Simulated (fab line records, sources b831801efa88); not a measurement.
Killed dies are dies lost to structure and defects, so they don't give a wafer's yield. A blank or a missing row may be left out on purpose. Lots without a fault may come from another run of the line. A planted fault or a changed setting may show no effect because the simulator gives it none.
One fault seen from 2 desks | flow sfq_line | each desk has only its own numbers; what lay behind them comes last

THE TOOL OWNER'S DESK: pvd_sputter-04
The tool's own readings at SFQ_TRILAYER_JJ_TRILAYER_DEP_SPUTTER_112 (material Nb, target thk 170 nm, time 113.3 s): means of the sampled wafers that have a number, for each lot that ran on this tool. A lot is out of limits, marked OUT, if its mean lies more than 4 standard deviations from the usual mean; the brackets give that distance.
Columns: A = throttle_valve_pct at SFQ_TRILAYER_JJ_TRILAYER_DEP_SPUTTER_112, usual 30.4 %
lot  | first seen here | A
L809 | day 50 16:46    | 30.8
L810 | day 50 19:10    | 30.9
L812 | day 50 22:46    | 29.6
L822 | day 53 20:29    | 30.3
L825 | day 59 12:25    | 30.5
L828 | day 60 00:32    | 30.3
L830 | day 62 19:13    | 29.7
This desk's finding: nothing out of limits on any of the 7 lots.

THE METROLOGY DESK
What the gauges read, lot by lot, whatever tool the lot ran on: means of the sampled wafers that have a number. A lot is out of limits, marked OUT, if its mean lies more than 4 standard deviations from the usual mean; the brackets give that distance.
Columns: A = M4_NB_RS at SFQ_M4_RS_MEAS_924, usual 0.894 ohm/sq; B = JJ_NB_RS at SFQ_JJ_RS_MEAS_929, usual 1.050 ohm/sq
lot  | first seen here | A     | B
L809 | day 43 17:56    | 0.888 | 1.041
L810 | day 43 23:56    | 0.888 | 1.044
L811 | day 44 07:07    | 0.900 | 1.037
L812 | day 44 14:21    | 0.900 | 1.047
L813 | day 45 00:05    | 0.888 | 1.031
L822 | day 48 04:35    | 0.896 | 1.016
L823 | day 48 11:47    | 0.888 | 1.028
L825 | day 49 20:41    | 0.888 | 1.056
L828 | day 50 08:34    | 0.894 | 1.040
L829 | day 51 03:45    | 0.891 | 1.064
L830 | day 51 20:34    | 0.875 | 1.045
L831 | day 52 03:47    | 0.897 | 1.031
L832 | day 52 12:10    | 0.898 | 1.048
This desk's finding: nothing out of limits on any of the 13 lots.

PUT TOGETHER
The tool owner's desk saw nothing out of limits.
The metrology desk saw nothing out of limits.

WHAT THE SIMULATOR HAD PUT IN
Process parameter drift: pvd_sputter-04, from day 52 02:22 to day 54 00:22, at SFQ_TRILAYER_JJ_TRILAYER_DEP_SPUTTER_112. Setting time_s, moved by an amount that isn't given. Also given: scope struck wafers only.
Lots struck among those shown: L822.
